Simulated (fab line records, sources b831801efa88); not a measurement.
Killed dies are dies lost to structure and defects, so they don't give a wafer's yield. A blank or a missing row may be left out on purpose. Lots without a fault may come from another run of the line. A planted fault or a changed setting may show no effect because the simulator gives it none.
fab line records | flow sky130
record lots=12 wafers=36 last_day=50
route steps=708 shown CAPM@538 METAL3@564 VIA3@573 PAD_OPEN@708
lots that met no fault: from a run of the same line without faults
start_h: hours from the record's first day to the start of the lot's first wafer shown | wait_h: hours since the lot's step before | " the same as in the row above | L1.1+2: a row that stands for several wafers | - no value, or no start given | * or withheld: withheld | < > ~ a bound
route shown NAME@n: a module of which the file shows steps, and the number in the route of the first | usual: mean/standard deviation of fault-free wafers | same: alike in all rows | chamber/n: place in a boat | sites: the reading at each site | _std_site: their standard deviation | _edge_site: outer sites' mean less inner sites' | radius_mm: how far each site lies from the wafer's centre | mask NAME#n: copy n | behind: the tool/chamber that last shaped the wafer | hold: why the lot was held/for how many hours/how that ended | device: the transistor (n, p or np) that didn't switch | end of line: the same wafers' tests at the end of the route | a step without rows: its recipe alone | killed: dies lost to structure and defects at the first sort, not the wafer's yield | map: a wafer's dies, x killed, . not, _ none there
set.NAME: the setting as run; set.NAME@STEP: as run at that earlier step | model.NAME: the simulator's own value behind a step, which no gauge read
steps of the route over a sample of lots; a table a step, a row a wafer
services: from which hour (start_h, from the record's first day; less than 0 if before it) a tool's chamber was out of use, for how many hours, and why
## steps
# step SKY_CAPM_THK_MEAS_01
# recipe reads=SiO2_of_CAPM_CVD_00
# usual CAPM_CVD_00_THK=15.39/0.24
# columns lot.wafer tool chamber start_h wait_h CAPM_CVD_00_THK[nm]
L376.1 film_metro-03 - 860.81 - 15.33
L376.3 " - " " 15.00
L376.6 " - " " 15.70
L378.2 film_metro-03 - 874.27 - 15.19
L378.3 " - " " 15.27
L378.4 " - " " 15.80
L379.3 film_metro-03 - 877.54 - 15.21
L379.5 " - " " 15.65
L379.6 " - " " 15.59
L382.3 film_metro-04 - 911.97 - 15.32
L382.4 " - " " 15.54
L382.5 " - " " 15.52
L383.2 film_metro-04 - 915.33 - 15.41
L383.4 " - " " 15.47
L383.5 " - " " 15.80
L384.2 film_metro-04 - 917.96 - 15.20
L384.3 " - " " 14.89
L384.6 " - " " 15.39
L386.1 film_metro-04 - 935.88 - 14.97
L386.2 " - " " 15.11
L386.3 " - " " 14.89
L387.3 film_metro-03 - 941.72 - 15.88
L387.5 " - " " 15.64
L387.6 " - " " 15.63
L390.1 film_metro-04 - 960.73 - 15.17
L390.2 " - " " 15.17
L390.6 " - " " 15.73
L391.1 film_metro-01 - 972.65 - 15.40
L391.2 " - " " 15.36
L391.5 " - " " 15.45
L398.1 film_metro-01 - 1019.10 - 15.12
L398.4 " - " " 15.39
L398.6 " - " " 15.31
L399.1 film_metro-03 - 1021.77 - 15.61
L399.2 " - " " 15.69
L399.6 " - " " 15.74
# step SKY_METAL3_OVL_MEAS_14
# usual METAL3_OVL=-4/5.5
# columns lot.wafer tool chamber start_h wait_h METAL3_OVL[nm]
L376.1 overlay-02 - 913.24 0.1 -7
L376.3 " - " " -6
L376.6 " - " " -1
L378.2 overlay-01 - 926.39 0.1 4
L378.3 " - " " -1
L378.4 " - " " 3
L379.3 overlay-02 - 929.35 0.1 4
L379.5 " - " " 0
L379.6 " - " " 4
L382.3 overlay-01 - 962.25 0.1 -10
L382.4 " - " " -15
L382.5 " - " " -9
L383.2 overlay-01 - 965.99 0.1 -4
L383.4 " - " " -3
L383.5 " - " " -2
L384.2 overlay-02 - 968.79 0.1 -2
L384.3 " - " " 2
L384.6 " - " " 3
L386.1 overlay-01 - 986.39 0.1 -6
L386.2 " - " " 0
L386.3 " - " " -3
L387.3 overlay-02 - 991.95 0.1 -12
L387.5 " - " " 1
L387.6 " - " " -5
L390.1 overlay-01 - 1009.53 0.1 -3
L390.2 " - " " -10
L390.6 " - " " -1
L391.1 overlay-01 - 1019.89 0.1 -9
L391.2 " - " " -8
L391.5 " - " " -16
L398.1 overlay-02 - 1065.25 0.1 -9
L398.4 " - " " -7
L398.6 " - " " -9
L399.1 overlay-02 - 1065.95 0.1 -3
L399.2 " - " " -2
L399.6 " - " " -3
# step SKY_VIA3_HDPCVD_00
# recipe material=SiO2 target_thk_nm=1635 sigma_open_frac=0.3 time_s=272.5 temp_c=400 sih4_flow_sccm=60 pressure_mtorr=6
# usual run_length_s=300.4/0.57
# columns lot.wafer tool chamber start_h wait_h run_length_s
L376.1 hdpcvd-01 2 914.20 0.0 300.2
L376.3 " 0 " " 300.6
L376.6 " 0 " " 300.0
L378.2 hdpcvd-02 0 927.37 0.0 300.6
L378.3 " 2 " " 299.9
L378.4 " 2 " " 300.0
L379.3 hdpcvd-01 1 930.31 0.0 301.0
L379.5 " 0 " " 300.3
L379.6 " 2 " " 300.4
L382.3 hdpcvd-02 2 963.21 0.0 300.0
L382.4 " 0 " " 300.2
L382.5 " 2 " " 300.0
L383.2 hdpcvd-02 0 966.98 0.0 300.0
L383.4 " 0 " " 300.0
L383.5 " 1 " " 299.8
L384.2 hdpcvd-01 2 969.78 0.0 300.4
L384.3 " 0 " " 300.2
L384.6 " 2 " " 301.2
L386.1 hdpcvd-02 0 987.35 0.0 300.1
L386.2 " 1 " " 299.6
L386.3 " 2 " " 299.9
L387.3 hdpcvd-02 2 992.89 0.0 299.9
L387.5 " 2 " " 300.5
L387.6 " 1 " " 300.5
L390.1 hdpcvd-02 0 1010.49 0.0 299.9
L390.2 " 2 " " 255.0
L390.6 " 1 " " 300.0
L391.1 hdpcvd-01 1 1020.84 0.0 301.6
L391.2 " 0 " " 300.2
L391.5 " 1 " " 301.6
L398.1 hdpcvd-01 2 1066.21 0.0 300.5
L398.4 " 0 " " 299.9
L398.6 " 2 " " 300.7
L399.1 hdpcvd-01 1 1067.11 0.0 301.0
L399.2 " 0 " " 300.1
L399.6 " 0 " " 300.5
# step SKY_VIA3_THK_MEAS_01
# recipe reads=SiO2_of_VIA3_HDPCVD_00
# usual VIA3_HDPCVD_THK=1645/19
# columns lot.wafer tool chamber start_h wait_h VIA3_HDPCVD_THK[nm]
L376.1 film_metro-03 - 914.38 0.1 1666
L376.3 " - " " 1695
L376.6 " - " " 1654
L378.2 film_metro-01 - 927.55 0.1 1644
L378.3 " - " " 1628
L378.4 " - " " 1645
L379.3 film_metro-01 - 930.49 0.1 1636
L379.5 " - " " 1671
L379.6 " - " " 1660
L382.3 film_metro-01 - 963.39 0.1 1631
L382.4 " - " " 1601
L382.5 " - " " 1616
L383.2 film_metro-03 - 967.16 0.1 1621
L383.4 " - " " 1631
L383.5 " - " " 1606
L384.2 film_metro-03 - 969.96 0.1 1662
L384.3 " - " " 1673
L384.6 " - " " 1671
L386.1 film_metro-02 - 987.52 0.1 1638
L386.2 " - " " 1628
L386.3 " - " " 1615
L387.3 film_metro-03 - 993.08 0.1 1626
L387.5 " - " " 1625
L387.6 " - " " 1621
L390.1 film_metro-02 - 1010.66 0.1 1643
L390.2 " - " " 1387
L390.6 " - " " 1657
L391.1 film_metro-01 - 1021.01 0.1 1633
L391.2 " - " " 1635
L391.5 " - " " 1635
L398.1 film_metro-03 - 1066.38 0.1 1652
L398.4 " - " " 1634
L398.6 " - " " 1669
L399.1 film_metro-03 - 1067.27 0.1 1654
L399.2 " - " " 1649
L399.6 " - " " 1650
# step SKY_VIA3_CMP_02
# recipe material=SiO2 down_force_psi=4 platen_rpm=60 pad_velocity_m_s=0.94248
# usual motor_current_A=11.9/1.5 slurry_filter_dp_kPa=13.51/0.14
# columns lot.wafer tool chamber start_h wait_h motor_current_A slurry_filter_dp_kPa
L376.1 cmp-01 1 914.49 0.1 12.4 13.56
L376.3 " 3 " " 13.3 13.50
L376.6 " 1 " " 12.6 13.40
L378.3 cmp-01 2 927.60 0.0 13.6 13.19
L378.4 " 3 " " 12.9 13.46
L378.2 " 0 " " 13.4 13.55
L379.3 cmp-02 0 930.58 0.1 9.3 13.61
L379.5 " 3 " " 11.8 13.56
L379.6 " 0 " " 9.2 13.31
L382.3 cmp-02 0 963.43 0.0 9.8 13.48
L382.4 " 2 " " 10.2 13.43
L382.5 " 1 " " 10.8 13.68
L383.2 cmp-02 1 967.21 0.0 11.0 13.28
L383.4 " 2 " " 10.4 13.41
L383.5 " 1 " " 10.1 13.55
L384.2 cmp-02 0 970.01 0.0 9.5 13.30
L384.3 " 3 " " 12.3 13.58
L384.6 " 1 " " 10.6 13.43
L386.3 cmp-01 1 987.58 0.0 12.4 13.40
L386.1 " 2 " " 14.0 13.57
L386.2 " 3 " " 12.7 13.59
L387.3 cmp-01 1 993.12 0.0 12.2 13.43
L387.5 " 1 " " 13.2 13.86
L387.6 " 2 " " 13.4 13.53
L390.1 cmp-02 2 1010.80 0.1 10.1 13.51
L390.2 " 0 " " 9.9 13.74
L390.6 " 3 " " 12.3 13.74
L391.2 cmp-02 3 1021.10 0.1 12.1 13.70
L391.1 " 0 " " 9.7 13.55
L391.5 " 0 " " 9.5 13.50
L398.4 cmp-01 1 1067.16 0.7 12.5 13.45
L398.1 " 2 " " 13.7 13.63
L398.6 " 1 " " 12.0 13.55
L399.1 cmp-01 2 1069.56 2.3 14.0 13.39
L399.2 " 0 " " 13.4 13.47
L399.6 " 2 " " 14.2 13.22
# step SKY_PAD_OPEN_PROBE_99
# usual defect_limited_yield=82.6/1.9 killed_at_M0_to_M3=43/5.9 killed_at_M4_up=2.9/1.5 killed_at_contacts=24/5 killed_at_front_end=15/4.8 killed_at_other=0.2/0.5 killed_dies=86/9.3 killed_open=47/7.1 killed_short=38/6.3 sort_bin_3_pad_short=0.8/0.42 sort_bin_5_function=10.2/1.4 sort_bin_6_memory=6.4/1.1 sort_n_pass=406/9.3 sort_yield_pct=82.6/1.9
# same gross_dies=492 killed_at_back_side=0 sort_bin_4_leakage[%]=0 sort_bin_8_speed[%]=0
# columns lot.wafer tool chamber start_h wait_h defect_limited_yield[%] killed_at_M0_to_M3 killed_at_M4_up killed_at_contacts killed_at_front_end killed_at_other killed_dies killed_open killed_short sort_bin_3_pad_short[%] sort_bin_5_function[%] sort_bin_6_memory[%] sort_n_pass sort_yield_pct[%]
L384.2 prober-01 - 1132.17 0.1 77.2 56 6 27 23 0 112 56 56 1.6 13.0 8.1 380 77.2
L384.3 prober-01 - 1132.22 0.2 82.1 43 3 27 15 0 88 45 43 0.6 8.7 8.5 404 82.1
L384.6 prober-01 - 1132.37 0.2 83.5 41 3 21 15 1 81 39 42 1.2 10.6 4.7 411 83.5
L386.1 prober-01 - 1141.64 0.1 82.9 47 6 18 13 0 84 45 39 0.8 10.6 5.7 408 82.9
L386.2 prober-01 - 1141.69 0.1 81.3 46 3 22 21 0 92 58 34 0.8 10.8 7.1 400 81.3
L386.3 prober-01 - 1141.74 0.2 83.3 44 2 29 7 0 82 48 34 1.4 8.3 6.9 410 83.3
L387.3 prober-02 - 1152.77 0.2 85.4 43 2 14 13 0 72 35 37 0.4 8.3 5.9 420 85.4
L387.5 prober-02 - 1152.87 0.2 81.9 43 3 24 19 0 89 56 33 0.6 11.6 5.9 403 81.9
L387.6 prober-02 - 1152.92 0.2 82.3 50 5 11 21 0 87 47 40 1.2 10.4 6.1 405 82.3
L391.1 prober-02 - 1172.09 0.1 85.0 33 4 26 11 0 74 37 37 1.0 10.0 4.1 418 85.0
L391.2 prober-02 - 1172.14 0.1 82.7 47 3 27 8 0 85 45 40 0.6 10.8 5.9 407 82.7
L391.5 prober-02 - 1172.29 0.2 81.7 47 3 27 13 0 90 47 43 0.8 11.2 6.3 402 81.7
# killed by level:class
L384.2 VIA1:geometric_particle:open=10 METAL1:geometric_particle:short=8 METAL2:geometric_particle:short=8 VIA2:geometric_particle:open=8 POLY_GATE:geometric_particle:open=7 LI_CONTACT:geometric_particle:open=7 VIA1:geometric_particle:short=7 CONTACT:geometric_particle:open=6
L384.3 VIA1:geometric_particle:open=12 LI_CONTACT:geometric_particle:open=11 CONTACT:geometric_particle:open=8 METAL2:geometric_particle:short=8 VIA1:geometric_particle:short=5 VIA3:geometric_particle:open=5 FIELD_ISO:geometric_particle:open=4 FIELD_ISO:geometric_particle:short=4
L384.6 VIA1:geometric_particle:open=16 FIELD_ISO:geometric_particle:short=7 CONTACT:geometric_particle:open=7 METAL1:geometric_particle:short=5 LI_CONTACT:geometric_particle:short=4 LI_CONTACT:geometric_particle:open=4 LOCAL_INTERCONNECT:geometric_particle:short=4 VIA2:geometric_particle:short=4
L386.1 VIA1:geometric_particle:open=10 VIA2:geometric_particle:open=8 METAL1:geometric_particle:short=8 LI_CONTACT:geometric_particle:open=7 LOCAL_INTERCONNECT:geometric_particle:short=6 METAL2:geometric_particle:short=6 CONTACT:geometric_particle:open=4 VIA3:geometric_particle:open=4
L386.2 VIA1:geometric_particle:open=12 LI_CONTACT:geometric_particle:open=8 METAL1:geometric_particle:short=8 CONTACT:geometric_particle:open=7 VIA2:geometric_particle:open=7 VIA3:geometric_particle:open=6 METAL3:geometric_particle:short=6 FIELD_ISO:geometric_particle:short=5
L386.3 VIA3:geometric_particle:open=12 CONTACT:geometric_particle:open=10 VIA1:geometric_particle:open=10 CONTACT:geometric_particle:short=6 LOCAL_INTERCONNECT:geometric_particle:short=5 VIA2:geometric_particle:open=5 VIA1:geometric_particle:short=5 METAL1:geometric_particle:short=4
L387.3 VIA1:geometric_particle:open=10 LI_CONTACT:geometric_particle:open=6 VIA2:geometric_particle:open=6 METAL2:geometric_particle:short=6 VIA2:geometric_particle:short=5 METAL1:geometric_particle:short=5 VIA1:geometric_particle:short=5 FIELD_ISO:geometric_particle:short=3
L387.5 VIA1:geometric_particle:open=15 LI_CONTACT:geometric_particle:open=8 CONTACT:geometric_particle:open=8 VIA1:geometric_particle:short=6 VIA3:geometric_particle:open=6 LOCAL_INTERCONNECT:geometric_particle:open=4 FIELD_ISO:geometric_particle:open=4 POLY_GATE:geometric_particle:open=4
L387.6 VIA1:geometric_particle:open=14 METAL1:geometric_particle:short=8 VIA2:geometric_particle:open=7 FIELD_ISO:geometric_particle:open=5 POLY_GATE:geometric_particle:short=5 METAL2:geometric_particle:short=5 VIA2:geometric_particle:short=5 POLY_GATE:geometric_particle:open=4
L391.1 CONTACT:geometric_particle:open=11 VIA1:geometric_particle:open=7 LI_CONTACT:geometric_particle:open=6 LOCAL_INTERCONNECT:geometric_particle:short=5 METAL1:geometric_particle:short=5 VIA1:geometric_particle:short=5 FIELD_ISO:geometric_particle:open=4 METAL2:geometric_particle:short=4
L391.2 LI_CONTACT:geometric_particle:open=12 VIA2:geometric_particle:open=9 VIA1:geometric_particle:open=9 CONTACT:geometric_particle:short=7 VIA1:geometric_particle:short=5 VIA2:geometric_particle:short=5 VIA3:geometric_particle:open=5 METAL1:geometric_particle:short=4
L391.5 CONTACT:geometric_particle:open=11 VIA1:geometric_particle:open=10 METAL2:geometric_particle:short=8 VIA2:geometric_particle:open=8 LOCAL_INTERCONNECT:geometric_particle:short=6 METAL1:geometric_particle:short=6 VIA1:geometric_particle:short=6 LI_CONTACT:geometric_particle:open=5
## services
# columns tool chamber start_h hours kind
cmp-02 - 912.02 4.0 pm
cmp-02 - 916.02 - consumable_replace:conditioner
cmp-02 - 916.02 - consumable_replace:pad
hdpcvd-02 - 925.34 1.2 repair
cmp-02 - 926.66 1.1 repair
hdpcvd-01 - 950.25 15.0 pm
hdpcvd-01 0 950.25 15.0 vent_cycle
hdpcvd-01 1 950.25 15.0 vent_cycle
hdpcvd-01 2 950.25 15.0 vent_cycle
cmp-02 - 950.96 6.9 pm
hdpcvd-01 0 965.25 - clean
hdpcvd-01 1 965.25 - clean
hdpcvd-01 2 965.25 - clean
cmp-01 - 969.91 3.4 repair
cmp-01 - 1005.59 6.5 repair
cmp-02 - 1033.50 1.4 repair
hdpcvd-01 2 1039.76 15.9 repair
cmp-01 - 1052.34 0.3 repair
cmp-02 - 1052.42 1.0 repair
cmp-02 - 1063.44 6.5 pm
## key
first_sign step=SKY_VIA3_HDPCVD_00 reading=run_length_s direction=down sigmas=80 usual=* struck=*
effect step=SKY_VIA3_THK_MEAS_01 reading=VIA3_HDPCVD_THK direction=down sigmas=14 usual=1645 struck=1387
met_at SKY_VIA3_HDPCVD_00
struck_lots L390
struck_wafers L390.2
not_acting_at SKY_CAPM_THK_MEAS_01,SKY_METAL3_OVL_MEAS_14,SKY_VIA3_CMP_02
onset_between 992.89 1010.49
fault kind=process_parameter_drift tool=hdpcvd-02 chamber=2 onset_h=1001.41 steps=SKY_VIA3_HDPCVD_00 channel=time_s offset=* shape=step end_h=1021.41 acts_in=* stated=*
